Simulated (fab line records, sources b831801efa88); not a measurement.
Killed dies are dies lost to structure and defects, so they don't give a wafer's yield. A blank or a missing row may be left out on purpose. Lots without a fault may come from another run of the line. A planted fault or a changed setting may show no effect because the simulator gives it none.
Split-lot experiment | flow gf180mcu | 5 lots, 23 wafers read, on a route of 602 steps

THE SPLIT
At GF_V3_CVD_02 (deposits SiO2 from TEOS, target thk 850 nm, time 94.851 s), the setting time_s was moved away from the recipe's 94.851 s on 10 of the 23 wafers read, by -6.5% to +12.9%. The other wafers ran this setting at the recipe's value.

The file shows no step between the split and the reading.

THE READING
V3_CVD_02_THK, in nm, at GF_V3_THK_MEAS_03. Fault-free wafers of this fab line usually give 854 nm, standard deviation 12 nm.

wafer  | tool, chamber at the split | time_s as run, s | against the recipe | V3_CVD_02_THK, nm | against lot-mates on the recipe
L076.2 | pecvd-02, 2                | 94.851           | recipe             | 852               | -
L076.3 | pecvd-02, 1                | 94.851           | recipe             | 847               | -
L076.4 | pecvd-02, 2                | 94.851           | recipe             | 862               | -
L077.1 | pecvd-01, 1                | 94.851           | recipe             | 847               | -
L077.2 | pecvd-01, 0                | 107.1            | +12.9%             | 951               | +103
L077.3 | pecvd-01, 2                | 107.1            | +12.9%             | 942               | +94
L077.4 | pecvd-01, 1                | 107.1            | +12.9%             | 973               | +125
L077.5 | pecvd-01, 0                | 94.851           | recipe             | 849               | -
L080.1 | pecvd-02, 1                | 100.8            | +6.3%              | 895               | +52
L080.2 | pecvd-02, 0                | 94.851           | recipe             | 822               | -
L080.3 | pecvd-02, 2                | 100.8            | +6.3%              | 893               | +50
L080.4 | pecvd-02, 2                | 94.851           | recipe             | 852               | -
L080.6 | pecvd-02, 1                | 94.851           | recipe             | 856               | -
L082.1 | pecvd-02, 1                | 88.72            | -6.5%              | 802               | -61
L082.2 | pecvd-02, 2                | 94.851           | recipe             | 861               | -
L082.3 | pecvd-02, 0                | 94.851           | recipe             | 850               | -
L082.4 | pecvd-02, 2                | 88.72            | -6.5%              | 814               | -49
L082.6 | pecvd-02, 1                | 94.851           | recipe             | 877               | -
L083.2 | pecvd-01, 2                | 105.3            | +11.0%             | 938               | +85
L083.3 | pecvd-01, 1                | 94.851           | recipe             | 848               | -
L083.4 | pecvd-01, 1                | 94.851           | recipe             | 858               | -
L083.5 | pecvd-01, 2                | 105.3            | +11.0%             | 954               | +101
L083.6 | pecvd-01, 0                | 105.3            | +11.0%             | 957               | +104

THE FIT
A straight line over all 23 wafers: V3_CVD_02_THK changes by +8.02 nm for each +1% of time_s; r = +0.97; the points scatter about the line by 12 nm.
The same after taking each lot's own level away (the mean of its wafers on the recipe; 23 wafers): +8.47 nm for each +1%; r = +0.98; scatter 9.9 nm.
On that fit, the largest move of time_s shifts the reading by 1.1e+02 nm.
The lots' own levels span 843.3 to 862.7 nm, that is 1.6 times the standard deviation above.
So the lot-to-lot level changes the slope little: the two slopes agree.
Check: with one of the wafers moved furthest among these (+12.9%) left out of the fit, the line predicts +111 nm for it against its lot-mates. It came out at +103 nm against them.

OTHER SPLITS ON THESE WAFERS
These wafers also went through other splits before the reading. Each is held against what the fit with the lots' levels taken away leaves over:
other split on the same wafers  | wafers away from the commonest value | r with V3_CVD_02_THK (lot level and that fit taken away)
GF_V2_PEB_12 peb_time_s         | 10                                   | -0.16
GF_V2_ETCH_17 source_w          | 9                                    | +0.35
GF_M3_SPUTTER_04 time_s         | 6                                    | -0.15
GF_M3_EXPOSE_11 dose_mj         | 7                                    | -0.13
GF_M3_DEVELOP_13 develop_time_s | 11                                   | +0.57

THE WHOLE CHAIN: every reading that the file lists as answering this split, in the file's order
step              | what it does                                              | reading                                                                   | change (the file's fit)              | r (the file's)
GF_V3_CVD_02      | deposits SiO2 from TEOS, target thk 850 nm, time 94.851 s | SiO2_of_V3_CVD_02.thk_nm (the simulator's own value, which no gauge read) | +8.44 nm for each +1% of the setting | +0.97
GF_V3_THK_MEAS_03 |                                                           | V3_CVD_02_THK                                                             | +8.44 for each +1% of the setting    | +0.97
GF_V3_CMP_04      | polishes SiO2                                             | time_to_endpoint_s                                                        | withheld for each +1% of the setting | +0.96

THE FILE'S OWN FIT
V3_CVD_02_THK changes by +8.44 nm for each +1% of time_s, r = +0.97.
